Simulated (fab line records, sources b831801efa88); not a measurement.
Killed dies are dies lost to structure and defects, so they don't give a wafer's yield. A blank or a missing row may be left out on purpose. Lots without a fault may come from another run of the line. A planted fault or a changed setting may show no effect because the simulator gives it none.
fab line records | flow sky130
record lots=7 wafers=21 last_day=50
route steps=708 shown CONTACT@421 PAD_OPEN@708
lots that met no fault: from a run of the same line without faults
start_h: hours from the record's first day to the start of the lot's first wafer shown | wait_h: hours since the lot's step before | " the same as in the row above | L1.1+2: a row that stands for several wafers | - no value, or no start given | * or withheld: withheld | < > ~ a bound
route shown NAME@n: a module of which the file shows steps, and the number in the route of the first | usual: mean/standard deviation of fault-free wafers | same: alike in all rows | chamber/n: place in a boat | sites: the reading at each site | _std_site: their standard deviation | _edge_site: outer sites' mean less inner sites' | radius_mm: how far each site lies from the wafer's centre | mask NAME#n: copy n | behind: the tool/chamber that last shaped the wafer | hold: why the lot was held/for how many hours/how that ended | device: the transistor (n, p or np) that didn't switch | end of line: the same wafers' tests at the end of the route | a step without rows: its recipe alone | killed: dies lost to structure and defects at the first sort, not the wafer's yield | map: a wafer's dies, x killed, . not, _ none there
set.NAME: the setting as run; set.NAME@STEP: as run at that earlier step | model.NAME: the simulator's own value behind a step, which no gauge read
lots at some steps of the route; a table a step, a row a wafer
services: from which hour (start_h, from the record's first day; less than 0 if before it) a tool's chamber was out of use, for how many hours, and why
## steps
# step SKY_CONTACT_OVL_MEAS_15
# usual CONTACT_OVL=0/6.4
# columns lot.wafer tool chamber start_h wait_h CONTACT_OVL[nm]
L349.1 overlay-02 - 802.01 0.1 -12
L349.3 " - " " -7
L349.5 " - " " -3
L355.2 overlay-01 - 842.38 0.1 2
L355.3 " - " " 6
L355.5 " - " " 6
L358.3 overlay-02 - 859.13 0.1 -1
L358.5 " - " " -4
L358.6 " - " " -10
L359.1 overlay-02 - 869.37 0.1 -4
L359.4 " - " " -4
L359.6 " - " " 0
L360.2 overlay-01 - 873.16 0.1 3
L360.3 " - " " -1
L360.4 " - " " 5
L363.2 overlay-01 - 899.83 0.1 -3
L363.4 " - " " 0
L363.5 " - " " 8
L365.1 overlay-01 - 917.62 0.1 0
L365.2 " - " " 0
L365.3 " - " " 0
# step SKY_CONTACT_ETCH_16
# recipe chemistry=N2/H2 target=BARC ion_energy_ev=200 source_w=500 bias_w=100 pressure_mtorr=30 n2_flow_sccm=100 h2_flow_sccm=200 stop_on=SiO2 time_s=45.9 target_depth_a=600
# usual drypump_motor_current_A=5.8/0.37 n2_flow_sccm=99.99/0.27 oes_product_au=0.856/0.0051 throttle_valve_pct=13.225/0.009
# columns lot.wafer tool chamber start_h wait_h drypump_motor_current_A n2_flow_sccm oes_product_au rf_hours_counter_h throttle_valve_pct
L349.1 rie_diel-01 1 802.04 0.0 5.6 99.87 0.851 12 13.225
L349.3 " 2 " " 6.1 99.84 0.851 15 13.232
L349.5 " 1 " " 5.6 100.45 0.860 - 13.221
L355.2 rie_diel-02 3 842.41 0.0 5.1 99.95 0.851 15 13.223
L355.3 " 2 " " 5.7 99.87 0.856 9 13.229
L355.5 " 2 " " 5.7 100.10 0.855 - 13.222
L358.3 rie_diel-01 2 859.16 0.0 6.1 100.47 0.859 17 13.230
L358.5 " 2 " " 6.1 100.20 0.858 - 13.222
L358.6 " 1 " " 5.6 99.86 0.850 - 13.224
L359.1 rie_diel-01 0 869.41 0.0 5.6 99.59 0.856 24 13.231
L359.4 " 2 " " 6.1 100.27 0.858 17 13.214
L359.6 " 2 " " 6.1 99.83 0.852 - 13.212
L360.2 rie_diel-01 2 873.19 0.0 6.1 100.10 0.869 18 13.212
L360.3 " 1 " " 5.6 100.18 0.862 15 13.234
L360.4 " 0 " " 5.6 100.11 0.849 24 13.221
L363.2 rie_diel-04 0 899.86 0.0 6.0 99.36 0.859 18 13.229
L363.4 " 3 " " 5.7 100.12 0.856 17 13.223
L363.5 " 3 " " 5.7 100.39 0.863 - 13.225
L365.1 rie_diel-02 2 917.66 0.0 5.7 99.63 0.855 12 13.230
L365.2 " 0 " " 6.5 100.12 0.864 23 13.234
L365.3 " 1 " " 5.4 100.35 0.851 7 13.227
# step SKY_CONTACT_ETCH_17
# recipe target=SiO2 chemistry=C4F8/O2/Ar stop_on=Si3N4 mask_material=KrF-thick source_w=1500 bias_w=1200 pressure_mtorr=40 c4f8_flow_sccm=withheld O2_flow_sccm=6 Ar_flow_sccm=300 time_s=withheld target_depth_a=3400
# usual oes_product_au=0.892/0.0045
# columns lot.wafer tool chamber start_h wait_h oes_product_au
L349.1 rie_diel-01 1 802.09 0.0 0.885
L349.3 " 2 " " 0.893
L349.5 " 1 " " 0.894
L355.2 rie_diel-02 3 842.45 0.0 0.893
L355.3 " 2 " " 0.880
L355.5 " 2 " " 0.891
L358.3 rie_diel-01 2 859.20 0.0 0.890
L358.5 " 2 " " 0.887
L358.6 " 1 " " 0.890
L359.1 rie_diel-01 0 869.45 0.0 0.892
L359.4 " 2 " " 0.895
L359.6 " 2 " " 0.896
L360.2 rie_diel-01 2 873.24 0.0 0.892
L360.3 " 1 " " 0.891
L360.4 " 0 " " 0.888
L363.2 rie_diel-04 0 899.90 0.0 0.893
L363.4 " 3 " " 0.901
L363.5 " 3 " " 0.890
L365.1 rie_diel-02 2 917.70 0.0 0.896
L365.2 " 0 " " 0.894
L365.3 " 1 " " 0.895
# step SKY_CONTACT_ETCH_18
# recipe target=Si3N4 chemistry=CHF3/O2 stop_on=TiN source_w=600 bias_w=200 pressure_mtorr=40 chf3_flow_sccm=50 O2_flow_sccm=5 time_s=39 target_depth_a=750
# usual drypump_motor_current_A=5.8/0.37 oes_product_au=0.853/0.0073 throttle_valve_pct=8.794/0.009
# columns lot.wafer tool chamber start_h wait_h drypump_motor_current_A oes_product_au rf_hours_counter_h throttle_valve_pct
L349.1 rie_diel-01 1 - - 5.6 0.843 12 8.792
L349.3 " 2 " " 6.1 0.838 15 8.802
L349.5 " 1 " " 5.6 0.853 - 8.788
L355.2 rie_diel-02 3 - - 5.0 0.859 15 8.805
L355.3 " 2 " " 5.7 0.865 10 8.781
L355.5 " 2 " " 5.7 0.855 - 8.802
L358.3 rie_diel-01 2 - - 6.1 0.861 17 8.790
L358.5 " 2 " " 6.1 0.855 - 8.795
L358.6 " 1 " " 5.6 0.854 - 8.798
L359.1 rie_diel-01 0 - - 5.6 0.842 24 8.784
L359.4 " 2 " " 6.1 0.855 17 8.794
L359.6 " 2 " " 6.1 0.849 - 8.798
L360.2 rie_diel-01 2 - - 6.1 0.842 18 8.783
L360.3 " 1 " " 5.6 0.848 15 8.802
L360.4 " 0 " " 5.6 0.849 24 8.804
L363.2 rie_diel-04 0 - - 6.0 0.852 18 8.775
L363.4 " 3 " " 5.6 0.857 17 8.799
L363.5 " 3 " " 5.7 0.853 - 8.768
L365.1 rie_diel-02 2 - - 5.7 0.862 12 8.798
L365.2 " 0 " " 6.6 0.841 23 8.796
L365.3 " 1 " " 5.4 0.856 7 8.792
# step SKY_CONTACT_STRIP_19
# recipe chemistry=O2/N2 power_w=1400 pressure_mtorr=1500 platen_temp_c=withheld o2_flow_sccm=3000 n2_flow_sccm=300 overash_fraction=0.5
# usual drypump_motor_current_A=5.5/0.47 n2_flow_sccm=300.2/0.9 oes_product_au=0.382/0.0053 strip_time_to_endpoint_s=3.66/0.033
# columns lot.wafer tool chamber start_h wait_h drypump_motor_current_A n2_flow_sccm oes_product_au rf_hours_counter_h strip_time_to_endpoint_s
L349.1 plasma_asher-01 1 802.18 - 5.2 299.9 0.386 64 3.64
L349.3 " 0 " " 5.5 300.5 0.387 - 3.58
L349.5 " 1 " " 5.2 300.4 0.377 - 3.63
L355.2 plasma_asher-03 1 842.54 - 5.5 301.2 0.386 8 3.70
L355.3 " 1 " " 5.5 300.1 0.378 - 3.64
L355.5 " 1 " " 5.5 299.8 0.377 - 3.65
L358.3 plasma_asher-02 1 859.32 - 6.1 300.0 0.382 - 3.64
L358.5 " 1 " " 6.1 299.7 0.377 - 3.65
L358.6 " 0 " " 6.0 300.2 0.387 - 3.68
L359.1 plasma_asher-01 1 869.54 - 5.2 300.8 0.373 71 3.67
L359.4 " 1 " " 5.2 300.3 0.372 - 3.64
L359.6 " 0 " " 5.5 300.3 0.381 - 3.67
L360.2 plasma_asher-03 1 873.33 - 5.5 300.6 0.380 11 3.65
L360.3 " 0 " " 4.8 300.4 0.385 - 3.67
L360.4 " 1 " " 5.5 299.1 0.385 - 3.64
L363.2 plasma_asher-02 1 899.99 - 6.2 299.4 0.378 114 3.63
L363.4 " 1 " " 6.1 299.2 0.395 - 3.70
L363.5 " 1 " " 6.1 299.3 0.388 - 3.70
L365.1 plasma_asher-01 1 917.79 - 5.2 300.1 0.383 76 3.64
L365.2 " 0 " " 5.5 299.9 0.378 76 3.65
L365.3 " 1 " " 5.2 299.5 0.390 - 3.73
# step SKY_CONTACT_STRIP_20
# recipe chemistry=post_etch_residue_remover time_s=1200 temp_c=72.5
# step SKY_CONTACT_CLEAN_21
# recipe chemistry=IPA time_s=180 temp_c=25
# step SKY_CONTACT_CLEAN_22
# recipe chemistry=O3/DIW dry=n2_spin
# step SKY_CONTACT_SPUTTER_23
# recipe material=TiN target_thk_nm=20 chamber_pressure_pa=5 power_w=4000 time_s=80
# step SKY_CONTACT_CVD_24
# recipe material=W target_thk_nm=340 time_s=102.12 temp_c=400 pressure_torr=40
# usual heater_power_w=916/80
# columns lot.wafer tool chamber start_h wait_h heater_power_w since_wet_clean_h
L349.1 cvd_w-02 0 802.86 0.0 818 899
L349.3 " 0 " " 800 -
L349.5 " 0 " " 825 -
L355.2 cvd_w-01 1 843.23 0.0 889 439
L355.3 " 0 " " 1009 -
L355.5 " 1 " " 863 -
L358.3 cvd_w-01 0 859.98 0.1 993 -
L358.5 " 1 " " 885 -
L358.6 " 0 " " 1023 -
L359.1 cvd_w-02 1 870.23 0.0 940 966
L359.4 " 0 " " 806 -
L359.6 " 1 " " 930 -
L360.2 cvd_w-01 0 873.98 0.0 1024 470
L360.3 " 1 " " 867 -
L360.4 " 0 " " 1051 -
L363.2 cvd_w-01 1 900.66 0.0 862 497
L363.4 " 0 " " 1033 -
L363.5 " 1 " " 834 -
L365.1 cvd_w-02 0 918.47 0.0 800 0
L365.2 " 1 " " 877 0
L365.3 " 0 " " 795 -
# step SKY_CONTACT_RS_MEAS_25
# recipe thk_meas_gauge=four-point-probe reads=W_of_CONTACT_CVD_24+TiN_of_CONTACT_SPUTTER_23
# usual CONTACT_W_RS=0.334/0.0054
# columns lot.wafer tool chamber start_h wait_h CONTACT_W_RS[ohm/sq]
L349.1 film_metro-03 - 802.97 0.1 0.339
L349.3 " - " " 0.340
L349.5 " - " " 0.340
L355.2 film_metro-02 - 843.36 0.1 0.336
L355.3 " - " " 0.333
L355.5 " - " " 0.337
L358.3 film_metro-01 - 860.09 0.1 0.326
L358.5 " - " " 0.334
L358.6 " - " " 0.324
L359.1 film_metro-01 - 870.34 0.1 0.336
L359.4 " - " " 0.334
L359.6 " - " " 0.335
L360.2 film_metro-01 - 874.11 0.1 0.326
L360.3 " - " " 0.336
L360.4 " - " " 0.328
L363.2 film_metro-03 - 900.79 0.1 0.334
L363.4 " - " " 0.327
L363.5 " - " " 0.338
L365.1 film_metro-03 - 918.58 0.1 0.342
L365.2 " - " " 0.329
L365.3 " - " " 0.344
# step SKY_CONTACT_THK_MEAS_26
# recipe thk_meas_gauge=xrf reads=W_of_CONTACT_CVD_24
# usual CONTACT_W_THK=351/7.8
# columns lot.wafer tool chamber start_h wait_h CONTACT_W_THK[nm]
L349.1 film_metro-03 - 803.09 0.1 341
L349.3 " - " " 337
L349.5 " - " " 341
L355.2 film_metro-02 - 843.47 0.1 359
L355.3 " - " " 360
L355.5 " - " " 358
L358.3 film_metro-01 - 860.19 0.1 353
L358.5 " - " " 342
L358.6 " - " " 355
L359.1 film_metro-01 - 870.46 0.1 347
L359.4 " - " " 350
L359.6 " - " " 347
L360.2 film_metro-01 - 874.22 0.1 359
L360.3 " - " " 347
L360.4 " - " " 354
L363.2 film_metro-03 - 900.90 0.1 345
L363.4 " - " " 354
L363.5 " - " " 343
L365.1 film_metro-03 - 918.70 0.1 332
L365.2 " - " " 344
L365.3 " - " " 329
# step SKY_CONTACT_CMP_27
# recipe stop_on=SiO2 t_overpolish_s=15 down_force_psi=3.5 platen_rpm=60 target_thk_nm=0 pad_velocity_m_s=0.94248
# usual edge_zone_pressure_frac=1.000/0.0049 head_pressure_psi=3.499/0.0078 motor_current_A=11.3/0.8 overpolish_run_s=15.001/0.0087 slurry_flow_ml_min=150.0/0.44 time_to_endpoint_s=83/3.2
# columns lot.wafer tool chamber start_h wait_h edge_zone_pressure_frac head_pressure_psi motor_current_A overpolish_run_s slurry_flow_ml_min time_to_endpoint_s model.W_of_CONTACT_CVD_24.thk_nm model.SiO2_of_CONTACT_HDPCVD_02.thk_nm
L349.1 cmp-01 1 803.20 0.1 0.992 3.508 11.1 14.996 149.7 79 0 334.9
L349.3 " 2 " " 1.006 3.479 13.2 15.005 149.7 73 0 336.3
L349.5 " 1 " " 0.992 3.493 10.9 15.001 149.1 80 0 335.8
L355.3 cmp-02 1 843.60 0.1 1.006 3.509 10.7 14.993 149.6 87 0 336.8
L355.2 " 2 " " 0.997 3.506 11.6 15.004 150.0 82 0 335.8
L355.5 " 1 " " 1.002 3.503 11.3 14.996 150.1 82 0 336.5
L358.3 cmp-02 2 860.23 0.0 - - - - - - 352.3 338.9
L358.5 " 2 " " - - - - - - 344.6 339
L358.6 " 3 " " - - - - - - 354.8 340.6
L359.1 cmp-02 3 870.62 0.1 - - - - - - 341.2 340.7
L359.4 " 0 " " - - - - - - 344.1 339.9
L359.6 " 1 " " - - - - - - 342.3 341.5
L360.3 cmp-02 0 874.32 0.1 - - - - - - 342.4 340.3
L360.2 " 1 " " - - - - - - 352.4 339.4
L360.4 " 2 " " - - - - - - 349.6 339.1
L363.4 cmp-01 0 900.95 0.0 1.008 3.491 10.8 14.994 151.0 82 0 337.5
L363.2 " 3 " " 0.994 3.494 9.7 15.005 150.3 83 0 336.8
L363.5 " 1 " " 0.999 3.499 11.3 15.002 149.7 82 0 336.5
L365.3 cmp-01 1 918.76 0.0 1.008 3.501 11.0 15.002 149.8 77 0 338.2
L365.1 " 2 " " 1.001 3.505 12.5 14.992 149.8 77 0 337.3
L365.2 " 0 " " 1.003 3.504 10.9 15.002 150.2 81 0 339.5
# step SKY_PAD_OPEN_PROBE_99
# usual killed_at_M0_to_M3=44/7.5 killed_at_M4_up=3.3/1.8 killed_at_contacts=25/5.9 killed_at_front_end=16/4.7 killed_at_other=0.3/0.52 killed_dies=89/9.9 killed_on_rim=18/3.9 killed_open=49/7.8 killed_short=40/5.8
# same gross_dies=492 killed_at_back_side=0
# columns lot.wafer tool chamber start_h wait_h killed_at_M0_to_M3 killed_at_M4_up killed_at_contacts killed_at_front_end killed_at_other killed_dies killed_on_rim killed_open killed_short
L349.1 prober-02 - 1123.86 0.1 52 4 27 13 0 96 26 56 40
L349.3 prober-02 - 1123.96 0.2 56 5 16 10 1 88 9 49 39
L349.5 prober-02 - 1124.06 0.2 51 3 31 7 0 92 17 59 33
L355.2 prober-02 - 1158.00 0.1 42 2 26 14 1 85 18 42 43
L355.3 prober-02 - 1158.05 0.2 31 3 24 16 1 75 16 36 39
L355.5 prober-02 - 1158.15 0.2 40 1 22 17 0 80 16 39 41
L358.3 prober-01 - 1165.21 0.2 46 5 428 13 0 492 96 48 37
L358.5 prober-01 - 1165.31 0.2 40 3 434 15 0 492 96 43 46
L358.6 prober-01 - 1165.36 0.2 60 5 418 9 0 492 96 58 48
L359.1 prober-02 - 1174.21 0.1 48 1 430 13 0 492 96 50 30
L359.4 prober-02 - 1174.36 0.2 43 4 429 16 0 492 96 40 49
L359.6 prober-02 - 1174.46 0.2 32 4 442 13 1 492 96 37 34
L360.2 prober-01 - 1176.69 0.1 42 4 434 11 1 492 96 45 30
L360.3 prober-01 - 1176.74 0.2 45 2 436 9 0 492 96 46 37
L360.4 prober-01 - 1176.79 0.2 39 3 433 17 0 492 96 50 39
L363.2 prober-02 - 1195.41 0.1 43 5 20 10 0 78 16 45 33
L363.4 prober-02 - 1195.51 0.2 58 3 24 17 0 102 19 48 54
L363.5 prober-02 - 1195.56 0.2 47 4 16 18 0 85 18 55 30
L365.1 prober-01 - 1203.97 0.1 49 2 29 20 0 100 19 65 35
L365.2 prober-01 - 1204.02 0.1 52 2 24 21 3 102 23 63 38
L365.3 prober-01 - 1204.07 0.2 44 7 30 11 0 92 25 61 31
# killed by level:class
L349.1 VIA1:geometric_particle:open=11 CONTACT:geometric_particle:open=10 VIA2:geometric_particle:open=9 LI_CONTACT:geometric_particle:open=8 CONTACT:geometric_particle:short=7 METAL1:geometric_particle:short=6 VIA3:geometric_particle:open=5 VIA1:geometric_particle:short=4
L349.3 VIA1:geometric_particle:open=12 VIA3:geometric_particle:open=8 LI_CONTACT:geometric_particle:open=5 CONTACT:geometric_particle:open=5 METAL1:geometric_particle:short=5 VIA1:geometric_particle:short=5 METAL2:geometric_particle:open=5 METAL2:geometric_particle:short=5
L349.5 LI_CONTACT:geometric_particle:open=16 VIA2:geometric_particle:open=10 VIA1:geometric_particle:open=9 VIA3:geometric_particle:open=9 CONTACT:geometric_particle:open=6 VIA2:geometric_particle:short=6 METAL2:geometric_particle:short=5 CONTACT:geometric_particle:short=5
L355.2 CONTACT:geometric_particle:open=12 METAL2:geometric_particle:short=9 VIA1:geometric_particle:open=6 METAL3:geometric_particle:short=6 VIA3:geometric_particle:open=6 LI_CONTACT:geometric_particle:open=5 CONTACT:geometric_particle:short=5 METAL1:geometric_particle:short=4
L355.3 CONTACT:geometric_particle:open=7 LOCAL_INTERCONNECT:geometric_particle:short=6 VIA1:geometric_particle:open=6 VIA3:geometric_particle:open=6 FIELD_ISO:geometric_particle:short=5 LI_CONTACT:geometric_particle:open=5 VIA3:geometric_particle:short=5 FIELD_ISO:geometric_particle:open=4
L355.5 LI_CONTACT:geometric_particle:open=9 VIA1:geometric_particle:open=7 METAL1:geometric_particle:short=7 LOCAL_INTERCONNECT:geometric_particle:short=6 VIA1:geometric_particle:short=6 VIA2:geometric_particle:open=6 FIELD_ISO:geometric_particle:short=5 METAL3:geometric_particle:short=5
L358.3 CONTACT:area_cmp=407 VIA1:geometric_particle:open=14 CONTACT:geometric_particle:open=9 METAL2:geometric_particle:short=6 VIA3:geometric_particle:open=5 VIA2:geometric_particle:open=4 POLY_GATE:geometric_particle:short=4 LI_CONTACT:geometric_particle:open=4
L358.5 CONTACT:area_cmp=403 VIA1:geometric_particle:open=10 LOCAL_INTERCONNECT:geometric_particle:short=9 VIA2:geometric_particle:open=7 CONTACT:geometric_particle:open=7 LI_CONTACT:geometric_particle:open=5 CONTACT:geometric_particle:short=5 METAL2:geometric_particle:short=5
L358.6 CONTACT:area_cmp=386 CONTACT:geometric_particle:open=11 VIA1:geometric_particle:open=11 VIA2:geometric_particle:open=11 VIA3:geometric_particle:open=10 VIA1:geometric_particle:short=9 LI_CONTACT:geometric_particle:open=8 VIA3:geometric_particle:short=7
L359.1 CONTACT:area_cmp=412 VIA1:geometric_particle:open=13 VIA3:geometric_particle:open=8 LI_CONTACT:geometric_particle:open=7 CONTACT:geometric_particle:open=7 METAL2:geometric_particle:short=7 POLY_GATE:geometric_particle:short=5 VIA2:geometric_particle:open=5
L359.4 CONTACT:area_cmp=403 VIA1:geometric_particle:open=13 CONTACT:geometric_particle:open=12 LOCAL_INTERCONNECT:geometric_particle:short=9 FIELD_ISO:geometric_particle:short=8 METAL2:geometric_particle:short=8 VIA3:geometric_particle:short=5 VIA3:geometric_particle:open=5
L359.6 CONTACT:area_cmp=421 VIA1:geometric_particle:open=11 METAL3:geometric_particle:short=6 CONTACT:geometric_particle:open=5 POLY_GATE:geometric_particle:short=4 LI_CONTACT:geometric_particle:short=4 VIA1:geometric_particle:short=4 VIA2:geometric_particle:open=4
L360.2 CONTACT:area_cmp=417 VIA1:geometric_particle:open=15 CONTACT:geometric_particle:open=8 METAL2:geometric_particle:short=6 VIA1:geometric_particle:short=5 FIELD_ISO:geometric_particle:short=3 FIELD_ISO:geometric_particle:open=3 LI_CONTACT:geometric_particle:open=3
L360.3 CONTACT:area_cmp=409 LI_CONTACT:geometric_particle:open=11 VIA1:geometric_particle:open=10 VIA1:geometric_particle:short=10 LOCAL_INTERCONNECT:geometric_particle:short=7 CONTACT:geometric_particle:open=6 VIA3:geometric_particle:open=6 VIA2:geometric_particle:open=6
L360.4 CONTACT:area_cmp=403 CONTACT:geometric_particle:open=11 VIA1:geometric_particle:open=11 LI_CONTACT:geometric_particle:open=9 POLY_GATE:geometric_particle:short=7 METAL2:geometric_particle:short=7 LOCAL_INTERCONNECT:geometric_particle:short=6 VIA2:geometric_particle:open=6
L363.2 VIA1:geometric_particle:open=12 CONTACT:geometric_particle:open=9 VIA1:geometric_particle:short=8 VIA2:geometric_particle:open=7 VIA3:geometric_particle:short=5 POLY_GATE:geometric_particle:open=4 LOCAL_INTERCONNECT:geometric_particle:short=4 METAL1:geometric_particle:short=4
L363.4 VIA1:geometric_particle:short=12 VIA2:geometric_particle:open=11 VIA1:geometric_particle:open=10 METAL1:geometric_particle:short=9 CONTACT:geometric_particle:open=8 POLY_GATE:geometric_particle:open=7 CONTACT:geometric_particle:short=7 METAL2:geometric_particle:short=6
L363.5 VIA1:geometric_particle:open=15 VIA2:geometric_particle:open=8 VIA3:geometric_particle:open=6 LI_CONTACT:geometric_particle:open=5 CONTACT:geometric_particle:open=5 FIELD_ISO:geometric_particle:open=4 POLY_GATE:geometric_particle:open=4 POLY_GATE:geometric_particle:short=4
L365.1 CONTACT:geometric_particle:open=12 VIA1:geometric_particle:open=11 VIA2:geometric_particle:open=10 VIA3:geometric_particle:open=8 LI_CONTACT:geometric_particle:open=7 FIELD_ISO:geometric_particle:short=5 FIELD_ISO:geometric_particle:open=5 CONTACT:geometric_particle:short=5
L365.2 VIA1:geometric_particle:open=14 LI_CONTACT:geometric_particle:open=12 VIA2:geometric_particle:open=12 VIA1:geometric_particle:short=8 FIELD_ISO:geometric_particle:open=7 VIA3:geometric_particle:open=7 FIELD_ISO:geometric_particle:short=6 POLY_GATE:geometric_particle:open=4
L365.3 CONTACT:geometric_particle:open=13 VIA2:geometric_particle:open=10 LI_CONTACT:geometric_particle:open=9 VIA1:geometric_particle:open=9 VIA3:geometric_particle:open=9 FIELD_ISO:geometric_particle:open=4 LOCAL_INTERCONNECT:geometric_particle:short=4 METAL1:geometric_particle:short=4
# map L358.3 (x killed, . not)
__________xxxxxxxxxx_________
________xxxxxxxxxxxxxx_______
______xxxxxxxxxxxxxxxxxx_____
_____xxxxxxxxxxxxxxxxxxxx____
____xxxxxxxxxxxxxxxxxxxxxx___
___xxxxxxxxxxxxxxxxxxxxxxxx__
__xxxxxxxxxxxxxxxxxxxxxxxxxx_
_xxxxxxxxxxxxxxxxxxxxxxxxxxxx
_xxxxxxxxxxxxxxxxxxxxxxxxxxxx
_xxxxxxxxxxxxxxxxxxxxxxxxxxxx
_xxxxxxxxxxxxxxxxxxxxxxxxxxxx
_xxxxxxxxxxxxxxxxxxxxxxxxxxxx
_xxxxxxxxxxxxxxxxxxxxxxxxxxxx
_xxxxxxxxxxxxxxxxxxxxxxxxxxxx
_xxxxxxxxxxxxxxxxxxxxxxxxxxxx
__xxxxxxxxxxxxxxxxxxxxxxxxxx_
___xxxxxxxxxxxxxxxxxxxxxxxx__
____xxxxxxxxxxxxxxxxxxxxxx___
_____xxxxxxxxxxxxxxxxxxxx____
______xxxxxxxxxxxxxxxxxx_____
________xxxxxxxxxxxxxx_______
__________xxxxxxxxxx_________
# map L359.1 (x killed, . not)
__________xxxxxxxxxx_________
________xxxxxxxxxxxxxx_______
______xxxxxxxxxxxxxxxxxx_____
_____xxxxxxxxxxxxxxxxxxxx____
____xxxxxxxxxxxxxxxxxxxxxx___
___xxxxxxxxxxxxxxxxxxxxxxxx__
__xxxxxxxxxxxxxxxxxxxxxxxxxx_
_xxxxxxxxxxxxxxxxxxxxxxxxxxxx
_xxxxxxxxxxxxxxxxxxxxxxxxxxxx
_xxxxxxxxxxxxxxxxxxxxxxxxxxxx
_xxxxxxxxxxxxxxxxxxxxxxxxxxxx
_xxxxxxxxxxxxxxxxxxxxxxxxxxxx
_xxxxxxxxxxxxxxxxxxxxxxxxxxxx
_xxxxxxxxxxxxxxxxxxxxxxxxxxxx
_xxxxxxxxxxxxxxxxxxxxxxxxxxxx
__xxxxxxxxxxxxxxxxxxxxxxxxxx_
___xxxxxxxxxxxxxxxxxxxxxxxx__
____xxxxxxxxxxxxxxxxxxxxxx___
_____xxxxxxxxxxxxxxxxxxxx____
______xxxxxxxxxxxxxxxxxx_____
________xxxxxxxxxxxxxx_______
__________xxxxxxxxxx_________
## services
# columns tool chamber start_h hours kind
plasma_asher-01 - 810.50 2.8 pm
plasma_asher-03 - 810.69 14.6 pm
rie_diel-01 3 814.41 9.2 repair
cmp-02 - 848.60 5.0 pm
cvd_w-01 - 854.56 4.8 repair
cvd_w-02 0 860.83 4.9 repair
rie_diel-02 - 879.08 2.8 pm
cmp-01 - 880.59 1.3 repair
rie_diel-02 0 894.01 8.1 repair
rie_diel-02 0 903.26 8.6 repair
cvd_w-02 - 904.00 14.0 pm
cvd_w-02 0 904.00 14.0 vent_cycle
cvd_w-02 1 904.00 14.0 vent_cycle
cmp-02 - 912.37 4.0 pm
plasma_asher-02 - 913.48 23.6 repair
cmp-02 - 914.12 1.3 repair
cmp-02 - 916.37 - consumable_replace:conditioner
cmp-02 - 916.37 - consumable_replace:pad
cvd_w-02 0 918.00 - clean
cvd_w-02 1 918.00 - clean
## key
first_sign step=SKY_CONTACT_CMP_27 reading=tool_record direction=missing
effect step=SKY_PAD_OPEN_PROBE_99 reading=killed_at_contacts direction=up sigmas=69 usual=25 struck=432
model_effect step=SKY_CONTACT_CMP_27 value=W_of_CONTACT_CVD_24.thk_nm without=0 struck=347.1
more_kills_born_at SKY_CONTACT_CMP_27@cmp-02=3639
met_at SKY_CONTACT_CMP_27
struck_wafers L358.3,L358.5,L358.6,L359.1,L359.4,L359.6,L360.2,L360.3,L360.4
later_rows_left_out L358.3,L358.5,L358.6,L359.1,L359.4,L359.6,L360.2,L360.3,L360.4
tester_left_out L358,L359,L360
onset_between 843.60 860.23
fault kind=skipped_step_whole tool=cmp-02 chamber=- onset_h=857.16 steps=SKY_CONTACT_CMP_27 scope=struck_lots_only
# tester_left_out: of these lots the tester's yield and bins aren't shown, on N5 and GAA mostly nor the transistor test; their killed dies are dies lost to structure and defects alone, not to doping, threshold or leakage, so they don't give the yield
# later_rows_left_out: the simulator's readings of these wafers behind a module that went badly wrong aren't trusted and aren't shown, but for the sort
